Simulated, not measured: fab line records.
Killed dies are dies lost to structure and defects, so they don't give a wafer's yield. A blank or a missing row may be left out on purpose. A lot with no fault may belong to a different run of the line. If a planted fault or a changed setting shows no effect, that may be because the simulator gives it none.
Commonality check across tools	flow gf180mcu	13 lots and 39 wafers in the sample

== REASON IT WAS OPENED ==
GF_POLY_GATE_THK_MEAS_01, reading POLY_GATE_CVD_00_THK: flagged on 1 of 13 lots. Wafers without a fault read 200.6 nm, standard deviation 1.7.
Rule: a lot gets a flag if all its wafers with a number sit over 4 standard deviations from that mean, or if no wafer of it has a number. As for the other lots, they are considered sound.

lot	measured	on	POLY_GATE_CVD_00_THK (nm), wafer by wafer	flag
L164	day 8 17:49	film metro-01	197.6 198.0 199.5	
L167	day 9 08:22	film metro-03	202.1 202.0 203.1	
L168	day 9 16:08	film metro-01	195.5 196.4 197.1	
L170	day 10 14:34	film metro-02	201.4 202.4 201.5	
L171	day 10 14:35	film metro-01	199.8 200.2 199.6	
L172	day 10 21:00	film metro-02	201.2 199.7 201.0	
L173	day 10 22:35	film metro-03	202.4 203.1 202.9	
L175	day 11 14:17	film metro-03	202.2 202.3 202.7	
L176	day 11 18:59	film metro-03	201.7 201.3 201.5	
L181	day 13 09:05	film metro-01	308.1 260.4 241.3	FLAGGED
L182	day 13 16:08	film metro-01	200.5 201.8 200.9	
L185	day 14 15:52	film metro-01	199.4 199.7 200.3	
L186	day 14 23:05	film metro-03	199.7 197.9 198.6	
Average over the flagged lots: 269.9 nm; offset from the usual +69.3 nm, equal to +41 standard deviations.

== EACH LOT AND THE TOOL IT RAN ON ==
The record keeps 1 process step preceding the reading, out of 602 steps on the route. Every cell lists first the tool, next ch and the chambers used by the sampled wafers, and last the start.
lot	flag	GF_POLY_GATE_CVD_00
L164		lpcvd-01 ch 0, day 8 15:49
L167		lpcvd-02 ch 0, day 9 07:02
L168		lpcvd-01 ch 0, day 9 14:48
L170		lpcvd-02 ch 0, day 10 13:14
L171		lpcvd-02 ch 0, day 10 13:14
L172		lpcvd-02 ch 1, day 10 19:40
L173		lpcvd-02 ch 1, day 10 21:14
L175		lpcvd-02 ch 0, day 11 12:56
L176		lpcvd-02 ch 0, day 11 17:39
L181	FLAGGED	lpcvd-02 ch 0, day 13 07:44
L182		lpcvd-01 ch 1, day 13 14:47
L185		lpcvd-01 ch 1, day 14 14:32
L186		lpcvd-01 ch 1, day 14 21:42
What these steps do:
- GF_POLY_GATE_CVD_00: deposits poly-Si, target thk 200 nm, time 1200 s.
- GF_POLY_GATE_THK_MEAS_01

== FLAGGED OVER TOTAL, TOOL BY TOOL (the gauges that took the reading come last) ==
step	tool	lots run	flagged	share of the flagged lots	sound lots run after its first flagged lot
GF_POLY_GATE_CVD_00	lpcvd-01	5	0	none	-
GF_POLY_GATE_CVD_00	lpcvd-02	8	1	all	0
GF_POLY_GATE_THK_MEAS_01	film metro-01	6	1	all	2 (L182,L185)
GF_POLY_GATE_THK_MEAS_01	film metro-02	2	0	none	-
GF_POLY_GATE_THK_MEAS_01	film metro-03	5	0	none	-

== WHAT IS ALLOWED BY THE TABLE ==
2 rows of the table ran every flagged lot: lpcvd-02 at GF_POLY_GATE_CVD_00, film metro-01 at GF_POLY_GATE_THK_MEAS_01.
- lpcvd-02 at GF_POLY_GATE_CVD_00: 1 of its 8 lots flagged. It ran its last sound lot, L176, at day 11 17:39 and its first flagged lot, L181, at day 13 07:44: a fault with its onset between the two fits. Its own readings (spike tc bottom C, spike tc centre C, spike tc lower C, zone power bottom pct, zone power centre pct, zone power lower pct) fall more than 4 standard deviations out on all wafers of the flagged lots.
- film metro-01 at GF_POLY_GATE_THK_MEAS_01: 1 of its 6 lots flagged. After the first flagged lot (L182, L185), sound lots still ran on it; a lasting fault on the whole tool would not permit that.
One tool is left: lpcvd-02 at GF_POLY_GATE_CVD_00.

== WHAT THE SIMULATOR PUT IN ==
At GF_POLY_GATE_CVD_00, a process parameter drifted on lpcvd-02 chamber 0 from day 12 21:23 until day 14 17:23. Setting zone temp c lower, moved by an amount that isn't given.
Struck lots among those shown: L181. Same finding as the rule above.
